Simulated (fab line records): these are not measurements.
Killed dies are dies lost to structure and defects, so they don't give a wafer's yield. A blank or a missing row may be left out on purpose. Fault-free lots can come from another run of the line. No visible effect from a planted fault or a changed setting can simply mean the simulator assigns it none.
fab line records    flow sfqLine
record: lots: 5  wafers: 15  lastDay: 78
route steps=325 shown R5@217 I5@228
lots that met no fault: taken from a fault-free run of the same line
startH: start of the lot's first displayed wafer, in hours after the record's first day    waitH: time in hours since the lot's previous step    " same as the row above    L1.1+2: several wafers, shown together as one row    - no value, or no start given    * or withheld: withheld    < > ~ a bound
route shown NAME@n: names a module that has steps shown in the file, with the first one's number in the route    usual: average and standard deviation across the fault-free wafers    same: alike in all rows    chamber/n: place in a boat    sites: the reading at each site    _std_site: standard deviation of those values    _edge_site: mean of outer sites minus mean of inner sites    radiusMm: how far each site lies from the wafer's centre    mask NAME#n: copy n    behind: tool/chamber where the wafer was last shaped    hold: cause of the lot's hold/its duration in hours/its outcome    device: the transistor (n, p or np) that didn't switch    end of line: the tests these same wafers got at the end of their route    a step with no rows: only its recipe    killed: at the first sort, the dies lost to defects and structure; wafer yield is something else    map: dies across one wafer; x = killed, . = not, _ = none there
set.NAME: the setting the step ran with; set.NAME@STEP: the setting that earlier step ran with    model.NAME: the simulator's own value behind a step, which no gauge read
lots at selected steps of the route; one table per step, one row per wafer
services: the hour from which a tool's chamber was out of use, counted from the record's first day as startH (under 0 if before that day), plus the number of hours and why
== steps ==
step: SFQ_TRILAYER_R5_LITHO_COAT_141
recipe: resist: BARC  spinRpm: 3000  resistThkNm: 62
step: SFQ_TRILAYER_R5_LITHO_COAT_136
recipe: resist: KrF  spinRpm: 3000  resistThkNm: 600
step: SFQ_TRILAYER_R5_LITHO_SOFTBAKE_140
recipe: tempC: withheld  timeS: withheld  resist: KrF
step: SFQ_TRILAYER_R5_LITHO_EXPOSE_137
recipe: maskId: R5  na: 0.6  sourceShape: conventional  sigmaOuter: 0.65  targetCdNm: 500  doseMj: 14.4
step: SFQ_TRILAYER_R5_LITHO_PEB_139
recipe: pebTempC: 115  pebTimeS: 60  resist: KrF
step: SFQ_TRILAYER_R5_LITHO_DEVELOP_138
recipe: timeS: 60  resist: KrF
step: SFQ_R5_OVL_MEAS_935
usual: R5_OVL: 2/4.7
lot.wafer  tool        chamber  startH   waitH  R5_OVL[nm]
L715.4     overlay-01  -        1208.48  0.1    3
L715.5     "           -        "        "      2
L715.6     "           -        "        "      12
L720.1     overlay-02  -        1276.30  0.1    3
L720.5     "           -        "        "      8
L720.6     "           -        "        "      7
L724.1     overlay-02  -        1305.02  0.1    0
L724.4     "           -        "        "      3
L724.5     "           -        "        "      0
L731.1     overlay-01  -        1352.57  0.1    2
L731.3     "           -        "        "      -1
L731.5     "           -        "        "      -1
L734.1     overlay-02  -        1363.37  0.1    6
L734.2     "           -        "        "      6
L734.5     "           -        "        "      5
step: SFQ_TRILAYER_R5_BARC_OPEN_METAL_ETCH_177
recipe: maskMaterial: PR  chemistry: O2  targetDepthNm: 125  target: BARC  icpW: 600  biasW: 80  pressureMtorr: 10  timeS: 41.7
usual: drypumpMotorCurrentA: 6.02/0.28  oesProductAu: 0.685/0.0043
lot.wafer  tool         chamber  startH   waitH  drypumpMotorCurrentA  oesProductAu  rfHoursCounterH
L715.4     rieMetal-01  0        1208.52  0.0    6.22                  0.683         -
L715.5     "            0        "        "      6.24                  0.692         -
L715.6     "            1        "        "      6.36                  0.686         -
L720.1     rieMetal-04  1        1276.33  0.0    6.08                  0.680         75
L720.5     "            1        "        "      6.07                  0.693         -
L720.6     "            0        "        "      5.84                  0.685         -
L724.1     rieMetal-01  1        1305.05  0.0    6.34                  0.686         33
L724.4     "            0        "        "      6.19                  0.675         -
L724.5     "            1        "        "      6.34                  0.687         -
L731.1     rieMetal-01  0        1352.60  0.0    6.20                  0.685         63
L731.3     "            0        "        "      6.22                  0.689         -
L731.5     "            0        "        "      6.21                  0.690         -
L734.1     rieMetal-01  1        1363.40  0.0    6.27                  0.690         43
L734.2     "            0        "        "      6.21                  0.677         65
L734.5     "            0        "        "      6.24                  0.685         -
step: SFQ_TRILAYER_R5_ETCH_METAL_ETCH_139
recipe: stopOn: SiO2  maskMaterial: PR  chemistry: Cl2  targetDepthNm: 60  icpW: 600  biasW: 80  pressureMtorr: 10  timeS: 40
usual: drypumpMotorCurrentA: 6.01/0.27  oesProductAu: 0.986/0.009
lot.wafer  tool         chamber  startH   waitH  drypumpMotorCurrentA  oesProductAu  rfHoursCounterH
L715.4     rieMetal-01  0        1208.58  0.0    6.19                  0.988         -
L715.5     "            0        "        "      6.20                  0.992         -
L715.6     "            1        "        "      6.33                  0.991         -
L720.1     rieMetal-04  1        1276.39  0.0    6.10                  0.971         75
L720.5     "            1        "        "      6.10                  0.973         -
L720.6     "            0        "        "      5.84                  0.980         -
L724.1     rieMetal-01  1        1305.11  0.0    6.34                  0.996         33
L724.4     "            0        "        "      6.19                  0.986         -
L724.5     "            1        "        "      6.35                  0.989         -
L731.1     rieMetal-01  0        1352.66  0.0    6.21                  0.986         63
L731.3     "            0        "        "      6.20                  0.983         -
L731.5     "            0        "        "      6.20                  0.991         -
L734.1     rieMetal-01  1        1363.46  0.0    6.37                  0.995         43
L734.2     "            0        "        "      6.23                  1.001         65
L734.5     "            0        "        "      6.18                  0.986         -
step: SFQ_TRILAYER_R5_STRIP_STRIP_140
recipe: gas: O2  powerW: 200  platenTempC: 40  overashFraction: 0.65  chemistry: O2  pressureMtorr: 50
usual: drypumpMotorCurrentA: 6.01/0.27  oesProductAu: 0.994/0.014
lot.wafer  tool         chamber  startH   waitH  drypumpMotorCurrentA  oesProductAu  rfHoursCounterH
L715.4     rieMetal-01  0        1208.82  0.2    6.21                  0.988         -
L715.5     "            0        "        "      6.20                  0.992         -
L715.6     "            1        "        "      6.32                  1.001         -
L720.1     rieMetal-04  1        1276.45  0.0    6.06                  0.974         75
L720.5     "            1        "        "      6.06                  0.977         -
L720.6     "            0        "        "      5.84                  0.989         -
L724.1     rieMetal-01  1        1305.17  0.0    6.31                  1.001         33
L724.4     "            0        "        "      6.23                  1.000         -
L724.5     "            1        "        "      6.35                  1.006         -
L731.1     rieMetal-01  0        1352.72  0.0    6.20                  1.001         63
L731.3     "            0        "        "      6.19                  0.995         -
L731.5     "            0        "        "      6.25                  0.999         -
L734.1     rieMetal-01  1        1363.52  0.0    6.35                  0.997         43
L734.2     "            0        "        "      6.25                  0.980         65
L734.5     "            0        "        "      6.21                  0.994         -
step: SFQ_TRILAYER_R5_STRIP_SOLV_CLEAN_141
recipe: chemistry: NMP  tempC: 70  timeS: 600
step: SFQ_TRILAYER_A5C_DEP_PECVD_142
recipe: material: SiO2  tempC: 150  timeS: 15.556  pressureTorr: 2.4  rfW: 183.3  precursor: SiH4/N2O  targetThkNm: 70
usual: heaterPowerW: 78/14  throttleValvePct: 25.2/1.4
lot.wafer  tool      chamber  startH   waitH  heaterPowerW  throttleValvePct
L715.4     pecvd-02  0        1209.41  0.0    51            24.2
L715.5     "         1        "        "      55            26.2
L715.6     "         2        "        "      69            26.1
L720.1     pecvd-04  0        1277.23  0.0    89            25.9
L720.5     "         0        "        "      91            25.9
L720.6     "         2        "        "      91            25.6
L724.1     pecvd-01  1        1305.94  0.0    96            24.2
L724.4     "         0        "        "      75            28.0
L724.5     "         1        "        "      97            24.2
L731.1     pecvd-04  1        1353.49  0.0    77            23.7
L731.3     "         2        "        "      101           25.7
L731.5     "         1        "        "      77            23.6
L734.1     pecvd-04  0        1364.29  0.0    81            26.0
L734.2     "         2        "        "      95            25.5
L734.5     "         2        "        "      96            25.6
step: SFQ_TRILAYER_I5_LITHO_COAT_149
recipe: resist: BARC  spinRpm: 3000  resistThkNm: 62
usual: resistLineTempC: 22.99/0.11
lot.wafer  tool           chamber  startH   waitH  resistLineTempC  model.BARC_of_TRILAYER_I5_LITHO_COAT_149.thkNm
L715.4     lithoTrack-01  0        1209.60  0.2    23.08            62.2
L715.5     "              0        "        "      22.99            62.03
L715.6     "              0        "        "      22.86            62.25
L720.1     lithoTrack-02  0        1277.25  0.0    23.11            62.01
L720.5     "              0        "        "      22.95            62.01
L720.6     "              0        "        "      23.06            62.12
L724.1     lithoTrack-02  0        1305.97  0.0    22.95            58.85
L724.4     "              0        "        "      23.09            58.87
L724.5     "              0        "        "      22.85            61.72
L731.1     lithoTrack-04  0        1353.52  0.0    23.13            61.87
L731.3     "              0        "        "      23.02            61.85
L731.5     "              0        "        "      23.02            62.08
L734.1     lithoTrack-01  0        1364.32  0.0    22.82            61.83
L734.2     "              0        "        "      23.07            61.9
L734.5     "              0        "        "      23.03            61.76
step: SFQ_TRILAYER_I5_LITHO_COAT_144
recipe: resist: KrF  spinRpm: 3000  resistThkNm: 650
step: SFQ_TRILAYER_I5_LITHO_SOFTBAKE_148
recipe: tempC: withheld  timeS: withheld  resist: KrF
step: SFQ_TRILAYER_I5_LITHO_EXPOSE_145
recipe: maskId: I5  na: 0.6  sourceShape: conventional  sigmaOuter: 0.65  targetCdNm: 700  doseMj: 21.3
step: SFQ_TRILAYER_I5_LITHO_PEB_147
recipe: pebTempC: 115  pebTimeS: 60  resist: KrF
step: SFQ_TRILAYER_I5_LITHO_DEVELOP_146
recipe: timeS: 60  resist: KrF
step: SFQ_I5_OVL_MEAS_936
usual: I5_OVL: 1/6.1
lot.wafer  tool        chamber  startH   waitH  I5_OVL[nm]
L715.4     overlay-02  -        1262.82  0.1    -5
L715.5     "           -        "        "      -7
L715.6     "           -        "        "      -5
L720.1     overlay-01  -        1319.62  0.1    -8
L720.5     "           -        "        "      -11
L720.6     "           -        "        "      -9
L724.1     overlay-02  -        1341.22  0.1    2
L724.4     "           -        "        "      4
L724.5     "           -        "        "      8
L731.1     overlay-01  -        1379.42  0.1    -4
L731.3     "           -        "        "      2
L731.5     "           -        "        "      1
L734.1     overlay-01  -        1390.32  0.1    8
L734.2     "           -        "        "      -2
L734.5     "           -        "        "      -1
step: SFQ_TRILAYER_I5_BARC_OPEN_VIA_ETCH_200
recipe: maskMaterial: PR  chemistry: O2  targetDepthNm: 125  target: BARC  sourceW: 500  biasW: 80  pressureMtorr: 30  timeS: 41.7
usual: drypumpMotorCurrentA: 5.9/0.53  oesProductAu: 0.686/0.0051
lot.wafer  tool        chamber  startH   waitH  drypumpMotorCurrentA  oesProductAu  rfHoursCounterH  model.etch.depthNm
L715.4     rieDiel-04  0        1262.83  0.0    6.2                   0.685         26               62.2
L715.5     "           3        "        "      5.7                   0.684         -                62.03
L715.6     "           2        "        "      6.7                   0.680         -                62.25
L720.1     rieDiel-03  0        1319.66  0.0    6.3                   0.684         0                62.01
L720.5     "           3        "        "      4.9                   0.691         -                62.01
L720.6     "           0        "        "      6.3                   0.684         -                62.12
L724.1     rieDiel-02  0        1341.26  0.0    5.6                   0.669         18               58.85
L724.4     "           2        "        "      5.7                   0.668         11               58.87
L724.5     "           1        "        "      5.5                   0.687         -                61.72
L731.1     rieDiel-02  1        1379.46  0.0    5.5                   0.687         3                61.87
L731.3     "           0        "        "      5.6                   0.682         18               61.85
L731.5     "           0        "        "      5.6                   0.687         -                62.08
L734.1     rieDiel-02  3        1390.36  0.0    6.8                   0.683         10               61.83
L734.2     "           0        "        "      5.6                   0.680         19               61.9
L734.5     "           1        "        "      5.5                   0.685         -                61.76
step: SFQ_TRILAYER_I5_ETCH_VIA_ETCH_147
recipe: stopOn: Nb  maskMaterial: PR  chemistry: CHF3  targetDepthNm: 360  sourceW: 500  biasW: 80  pressureMtorr: 30  timeS: withheld
usual: drypumpMotorCurrentA: 5.9/0.53  oesProductAu: 0.990/0.007
lot.wafer  tool        chamber  startH   waitH  drypumpMotorCurrentA  oesProductAu
L715.4     rieDiel-04  0        1262.87  0.0    6.2                   0.999
L715.5     "           3        "        "      5.8                   0.990
L715.6     "           2        "        "      6.7                   0.989
L720.1     rieDiel-03  0        1319.70  0.0    6.3                   0.990
L720.5     "           3        "        "      4.9                   0.984
L720.6     "           0        "        "      6.3                   0.984
L724.1     rieDiel-02  0        1341.30  0.0    5.6                   0.985
L724.4     "           2        "        "      5.8                   0.990
L724.5     "           1        "        "      5.5                   0.993
L731.1     rieDiel-02  1        1379.50  0.0    5.5                   0.999
L731.3     "           0        "        "      5.6                   0.997
L731.5     "           0        "        "      5.6                   0.986
L734.1     rieDiel-02  3        1390.40  0.0    6.8                   0.984
L734.2     "           0        "        "      5.6                   0.994
L734.5     "           1        "        "      5.5                   0.988
== services ==
tool         chamber  startH   hours  kind
rieDiel-02   2        1188.61  21.5   repair
rieDiel-03   0        1214.93  13.0   repair
rieMetal-01  -        1229.24  0.1    repair
rieMetal-01  0        1229.78  2.9    repair
rieDiel-04   3        1245.61  16.1   repair
rieMetal-04  1        1253.12  11.3   repair
pecvd-01     0        1260.81  4.6    repair
rieDiel-04   1        1279.33  9.6    repair
rieDiel-02   0        1282.26  4.8    repair
pecvd-01     2        1285.41  7.5    repair
pecvd-04     -        1300.22  1.8    repair
pecvd-04     2        1303.83  12.2   repair
pecvd-02     -        1307.57  6.0    pm
rieDiel-04   -        1310.52  13.9   repair
rieDiel-04   -        1311.13  0.3    repair
pecvd-01     -        1316.75  14.0   pm
pecvd-01     2        1332.15  13.8   repair
rieDiel-02   1        1350.33  7.5    repair
rieDiel-03   3        1354.81  5.7    repair
rieMetal-01  0        1364.50  4.8    repair
pecvd-01     -        1374.35  1.0    repair
rieDiel-04   2        1378.22  7.0    repair
rieMetal-01  -        1383.73  1.4    pm
rieDiel-04   1        1386.20  6.6    repair
== key ==
firstSign: step: SFQ_TRILAYER_I5_BARC_OPEN_VIA_ETCH_200  reading: oesProductAu  direction: down  sigmas: 3.3  usual: 0.686  struck: 0.669
effect none on later readings
modelEffect: step: SFQ_TRILAYER_I5_LITHO_COAT_149  value: BARC_of_TRILAYER_I5_LITHO_COAT_149.thkNm  without: 61.64  struck: 58.86
modelEffect: step: SFQ_TRILAYER_I5_BARC_OPEN_VIA_ETCH_200  value: etch.depthNm  without: 61.64  struck: 58.86
metAt SFQ_TRILAYER_I5_LITHO_COAT_149
struckWafers L724.1,L724.4
onsetBetween 1277.25 1305.97
fault: kind: processParameterDrift  tool: lithoTrack-02  chamber: -  onsetH: 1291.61  steps: SFQ_TRILAYER_I5_LITHO_COAT_149  channel: resistThkNm  offset: -2.7974  shape: step  endH: 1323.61  scope: struckWafersOnly  actsIn: theseRecipesOnly  stated: 62
